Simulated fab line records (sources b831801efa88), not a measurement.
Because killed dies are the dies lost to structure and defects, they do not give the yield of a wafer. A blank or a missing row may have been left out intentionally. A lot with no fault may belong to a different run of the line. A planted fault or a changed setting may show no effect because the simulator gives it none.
2 desks looking at one fault | flow gf180mcu | each desk holds nothing but its own numbers, with what lay behind them at the end

FROM THE METROLOGY DESK
Lot by lot, what the gauges showed, no matter which tool ran the lot: averages of those sampled wafers that carry a number. If a lot's mean is further than 4 standard deviations from the usual mean, the lot is out of limits and carries the mark OUT (the distance appears in the brackets).
Columns: A = M4_OVL at GF_M4_OVL_MEAS_15, usual 1 nm; B = MIM_CVD_05_THK at GF_MIM_THK_MEAS_06, usual 42.3 nm; C = cd-nm at GF_M5_CD_MEAS_07, usual 279.9 nm
lot  | first seen here | A  | B               | C
L263 | day 23 07:16    | 7  | 42.9            | 278.0
L264 | day 23 18:07    | 5  | 42.1            | 278.6
L265 | day 23 23:37    | 5  | 42.0            | 279.0
L266 | day 24 12:16    | 3  | 43.2            | 282.1
L273 | day 26 19:01    | -0 | 42.7            | 280.4
L274 | day 27 01:04    | -3 | 42.1            | 278.1
L275 | day 27 12:10    | 4  | 47.5 (+9.1) OUT | 279.2
L277 | day 28 02:55    | 4  | 42.1            | 282.0
L282 | day 29 13:46    | 2  | 42.3            | 280.1
L283 | day 29 19:31    | -0 | 42.5            | 279.8
L284 | day 30 02:01    | 7  | 42.5            | 280.4
L285 | day 30 07:01    | 1  | 42.1            | 279.2
Per this desk, out of limits: L275; the first was L275, day 28 11:16 (MIM_CVD_05_THK at GF_MIM_THK_MEAS_06). L263, L264, L265, L266, L273, L274, L277, L282, L283, L284, L285: within limits.

THE TOOL OWNER'S DESK: pecvd-02
The tool's own readings at GF_MIM_CVD_05 (deposits Si3N4, target thk 42 nm, time 29.086 s): means of the sampled wafers that have a number, for each lot that ran on this tool. If a lot's mean is further than 4 standard deviations from the usual mean, the lot is out of limits and carries the mark OUT (the distance appears in the brackets).
Columns: A = heater-power-w at GF_MIM_CVD_05, usual 684 W; B = run-length-s at GF_MIM_CVD_05, usual 56.9 s
lot  | first seen here | A   | B
L266 | day 25 12:52    | 757 | 56.7
L275 | day 28 11:13    | 721 | 61.1 (+7.9) OUT
L283 | day 30 17:04    | 716 | 56.9
L284 | day 30 23:09    | 683 | 56.9
This desk finds L275 out of limits, L275 being first, at day 28 11:13 (run-length-s at GF_MIM_CVD_05). L266, L283, L284: within limits.

BROUGHT TOGETHER
The tool owner's desk had the chance to raise an alarm at day 28 11:13 on L275.
L275 would have let the metrology desk raise an alarm at day 28 11:16.
All the named lots went through GF_MIM_CVD_05 on pecvd-02.

WHAT WAS PUT IN BY THE SIMULATOR
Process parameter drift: pecvd-02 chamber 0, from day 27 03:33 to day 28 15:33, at GF_MIM_CVD_05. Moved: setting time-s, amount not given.
Struck lots among those shown: L275.
Counting hours from when the fault started, the first reading out of limits came at 32 for the tool owner's desk and at 32 for the metrology desk.
